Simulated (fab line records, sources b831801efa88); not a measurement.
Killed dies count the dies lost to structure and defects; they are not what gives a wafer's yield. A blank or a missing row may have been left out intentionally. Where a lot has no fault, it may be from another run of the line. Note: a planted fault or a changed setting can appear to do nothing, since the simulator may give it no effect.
Which of the tools did it? | flow gf180mcu | 15 lots with 45 wafers sampled at 3 steps, on a route of 602 steps

WHAT THE GAUGES READ, wafer by wafer
GF_VT_IMPLANT_OVL_MEAS_07. Usual: VT_IMPLANT_OVL 2.0 nm, standard deviation 1.4.
lot  | measured     | on         | VT_IMPLANT_OVL (nm) | flag
L788 | day 5 17:52  | overlay-02 | 3.0 3.4 3.0         |
L789 | day 5 20:54  | overlay-02 | 1.4 1.0 1.3         |
L790 | day 6 09:37  | overlay-02 | 2.4 1.7 1.7         |
L791 | day 6 09:55  | overlay-02 | 0.0 1.5 0.7         |
L792 | day 6 18:10  | overlay-02 | 1.5 -0.1 0.8        |
L793 | day 6 21:03  | overlay-02 | 2.4 2.0 1.3         |
L794 | day 7 03:22  | overlay-01 | 2.7 3.0 2.1         |
L796 | day 7 17:40  | overlay-01 | 2.2 2.1 2.1         |
L800 | day 8 17:07  | overlay-01 | 2.0 3.9 1.8         |
L803 | day 9 11:05  | overlay-01 | 4.3 -0.2 1.9        |
L804 | day 9 17:48  | overlay-02 | 2.8 2.9 1.1         |
L805 | day 10 01:37 | overlay-02 | 1.0 -0.4 1.6        |
L808 | day 10 16:04 | overlay-02 | 4.6 5.4 5.2         |
L809 | day 11 03:28 | overlay-01 | 2.8 2.1 2.6         |
L811 | day 11 12:30 | overlay-01 | 2.9 3.9 3.2         |

GF_VT_IMPLANT_TW_MEAS_32. Usual: VT_IMPLANT_3_TW 275, standard deviation 4.7.
lot  | measured     | on            | VT_IMPLANT_3_TW | flag
L788 | day 7 00:33  | film metro-03 | 282 281 282     |
L789 | day 7 03:59  | film metro-01 | 275 274 274     |
L790 | day 7 16:06  | film metro-04 | 270 272 270     |
L791 | day 7 16:41  | film metro-04 | 270 270 269     |
L792 | day 8 01:23  | film metro-01 | 273 274 273     |
L793 | day 8 05:28  | film metro-03 | 279 279 278     |
L794 | day 8 12:15  | film metro-01 | 272 272 274     |
L796 | day 9 03:02  | film metro-01 | 273 275 274     |
L800 | day 10 05:17 | film metro-03 | 281 279 279     |
L803 | day 11 00:09 | film metro-03 | 280 280 281     |
L804 | day 11 05:49 | film metro-04 | 266 266 265     |
L805 | day 11 14:51 | film metro-01 | 273 271 272     |
L808 | day 12 05:33 | film metro-03 | 278 278 279     |
L809 | day 12 18:18 | film metro-01 | 271 273 271     |
L811 | day 13 03:30 | film metro-03 | 278 280 278     |

WHICH TOOL RAN EACH LOT (tool, then ch and the chambers of the sampled wafers, then the start)
lot  | GF_NWELL_DEVELOP_06
L788 | litho track-03 ch 0, day 3 09:00
L789 | litho track-04 ch 0, day 3 13:00
L790 | litho track-01 ch 0, day 3 23:00
L791 | litho track-04 ch 0, day 3 23:00
L792 | litho track-01 ch 0, day 4 07:00
L793 | litho track-01 ch 0, day 4 09:00
L794 | litho track-04 ch 0, day 4 15:00
L796 | litho track-03 ch 0, day 5 04:00
L800 | litho track-03 ch 0, day 6 01:00
L803 | litho track-03 ch 0, day 6 17:00
L804 | litho track-03 ch 0, day 6 23:00
L805 | litho track-01 ch 0, day 7 04:00
L808 | litho track-04 ch 0, day 7 19:00
L809 | litho track-01 ch 0, day 8 04:00
L811 | litho track-01 ch 0, day 8 13:00
- GF_NWELL_DEVELOP_06: develop time 60 s.

AS READ BY THE TOOLS THEMSELVES (means over the sampled wafers that have a number; for cases with no such wafer, the mark the record gives instead)
GF_NWELL_DEVELOP_06. Usual: developer temp C 22.96 C, standard deviation 0.097; exhaust pa 45.0 Pa, standard deviation 0.85.
lot  | tool           | developer temp C (C) | exhaust pa (Pa) | flag
L788 | litho track-03 | 23.06                | 45.2            |
L789 | litho track-04 | 22.94                | 45.4            |
L790 | litho track-01 | 23.02                | 45.5            |
L791 | litho track-04 | 23.08                | 44.6            |
L792 | litho track-01 | 23.05                | 46.0            |
L793 | litho track-01 | 22.74                | 45.1            |
L794 | litho track-04 | 23.06                | 44.8            |
L796 | litho track-03 | 22.89                | 44.3            |
L800 | litho track-03 | 22.01                | 43.8            | OFF
L803 | litho track-03 | 22.01                | 44.6            | OFF
L804 | litho track-03 | 22.08                | 44.3            | OFF
L805 | litho track-01 | 22.87                | 45.2            |
L808 | litho track-04 | 22.93                | 45.6            |
L809 | litho track-01 | 22.87                | 45.1            |
L811 | litho track-01 | 22.95                | 45.1            |

THE ANSWER, worked out from the rows above alone
Rule: lot off if the mean of its wafers having a number is beyond 3 standard deviations from the usual mean. A lot without any number at a reading at which 4 lots or more have one is off too. The other lots that the step has rows for count as sound. Order of review: gauges by route order, followed by the tools' own readings, for which a lot's mean as printed above is used. At the first step where some lot is off, the reading lying furthest off is the one used; lots without a number count as furthest.
Off at GF_NWELL_DEVELOP_06 (developer temp C): L800, L803, L804.
If a tool, at that step or one of the process steps before it, ran each lot that is off and ran no sound lot following the first of them, it fits. One fits: GF_NWELL_DEVELOP_06 on litho track-03. Its last sound lot is L796 (day 5 04:00), its first lot that is off L800 (day 6 01:00): a fault that began between those two fits.
On the lots that are off, the tool's own readings at GF_NWELL_DEVELOP_06 differ by more than 5 times the standard deviation of the sound lots' means, which bears it out; developer temp C reads 22.03 C there versus 22.95 C on the sound lots.

WHAT THE SIMULATOR HAD PUT IN
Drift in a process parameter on litho track-03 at GF_NWELL_DEVELOP_06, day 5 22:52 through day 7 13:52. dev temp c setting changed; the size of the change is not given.
Lots struck among those shown: L800, L803, L804. The rule given above showed the same thing.
